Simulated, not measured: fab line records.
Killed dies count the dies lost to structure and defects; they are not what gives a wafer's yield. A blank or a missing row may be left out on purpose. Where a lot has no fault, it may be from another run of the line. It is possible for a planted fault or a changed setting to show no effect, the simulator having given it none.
Shared-tool check | flow sky130 | Lots sampled 12, wafers sampled 42

## WHY IT WAS OPENED
SKY_SONOS_ONO_THK_MEAS_03, reading SONOS_ONO_CVD_02_THK: flagged on 2 of 12 lots. Wafers without a fault read 10.46 nm, standard deviation 0.14.
Rule: flag the lot when none of its wafers has a number, or when each of its wafers that has one lies beyond 4 standard deviations from that mean. The other lots count as sound.

lot  | measured     | on            | SONOS_ONO_CVD_02_THK (nm), wafer by wafer | flag
L357 | day 11 11:07 | film-metro-01 | 10.56 10.67 10.43                         |
L359 | day 12 00:11 | film-metro-01 | 10.91 10.91 10.82                         |
L360 | day 12 09:16 | film-metro-03 | 10.66 10.70 10.66                         |
L361 | day 12 19:33 | film-metro-03 | 10.50 10.56 10.44                         |
L362 | day 12 22:24 | film-metro-01 | 10.59 10.50 10.48                         |
L364 | day 13 13:53 | film-metro-04 | 10.30 10.33 10.27                         |
L366 | day 14 05:59 | film-metro-01 | 10.38 10.47 10.40                         |
L368 | day 15 04:21 | film-metro-01 | 10.61 10.47 10.62                         |
L369 | day 15 13:32 | film-metro-01 | 10.50 10.53 10.53                         |
L370 | day 15 18:32 | film-metro-03 | 10.41 10.44 10.48                         |
L373 | day 16 17:34 | film-metro-03 | 15.22 15.36 15.38 15.28 15.31 15.40       | FLAGGED
L374 | day 17 00:40 | film-metro-04 | 15.08 15.27 15.22 14.99 15.24 15.15       | FLAGGED
The mean of the flagged lots' numbers is 15.24 nm, +4.78 nm from the usual (+34 standard deviations).

## WHICH TOOL EACH LOT WENT THROUGH
The record keeps 1 process step preceding the reading, out of 708 steps on the route. Cell contents, in order: the tool; ch with the chambers the sampled wafers went through; the start.
lot  | flag    | SKY_SONOS_ONO_CVD_02
L357 |         | lpcvd-02 ch 0, day 11 10:02
L359 |         | lpcvd-02 ch 1, day 11 23:08
L360 |         | lpcvd-02 ch 1, day 12 08:12
L361 |         | lpcvd-02 ch 0, day 12 18:30
L362 |         | lpcvd-02 ch 1, day 12 21:20
L364 |         | lpcvd-02 ch 1, day 13 12:49
L366 |         | lpcvd-02 ch 1, day 14 04:56
L368 |         | lpcvd-02 ch 1, day 15 03:18
L369 |         | lpcvd-02 ch 0, day 15 12:29
L370 |         | lpcvd-02 ch 1, day 15 17:29
L373 | FLAGGED | lpcvd-02 ch 0, day 16 16:31
L374 | FLAGGED | lpcvd-02 ch 0, day 16 23:36
These steps, and what they do:
- SKY_SONOS_ONO_CVD_02: deposits Si3N4 from DCS/NH3, target thk 10.5 nm, time 180 s.
- SKY_SONOS_ONO_THK_MEAS_03

## FLAGGED AGAINST TOTAL, ONE TOOL AT A TIME (gauges that did the reading follow at the end)
step                      | tool          | lots run | flagged | share of the flagged lots | sound lots run after its first flagged lot
SKY_SONOS_ONO_CVD_02      | lpcvd-02      | 12       | 2       | all                       | 0
SKY_SONOS_ONO_THK_MEAS_03 | film-metro-01 | 6        | 0       | none                      | -
SKY_SONOS_ONO_THK_MEAS_03 | film-metro-03 | 4        | 1       | some                      | 0
SKY_SONOS_ONO_THK_MEAS_03 | film-metro-04 | 2        | 1       | some                      | 0

## WHAT THE TABLE PERMITS
All flagged lots share 1 row of the table, namely lpcvd-02 at SKY_SONOS_ONO_CVD_02.
- lpcvd-02 at SKY_SONOS_ONO_CVD_02 ran 12 lots, 2 of them flagged. Last sound lot L370 at day 15 17:29, first flagged lot L373 at day 16 16:31; a fault beginning in between fits. Its own readings lie more than 4 standard deviations out on every wafer of the flagged lots: spike-tc-bottom-C, spike-tc-centre-C, spike-tc-lower-C, spike-tc-top-C, spike-tc-upper-C, susceptor-temp-C.
Left over: one tool, lpcvd-02 at SKY_SONOS_ONO_CVD_02.

## WHAT HAD BEEN PUT IN BY THE SIMULATOR
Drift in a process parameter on lpcvd-02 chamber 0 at SKY_SONOS_ONO_CVD_02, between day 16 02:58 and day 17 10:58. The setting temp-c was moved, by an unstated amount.
Shown lots that were struck: L373, L374. The rule above found the same.
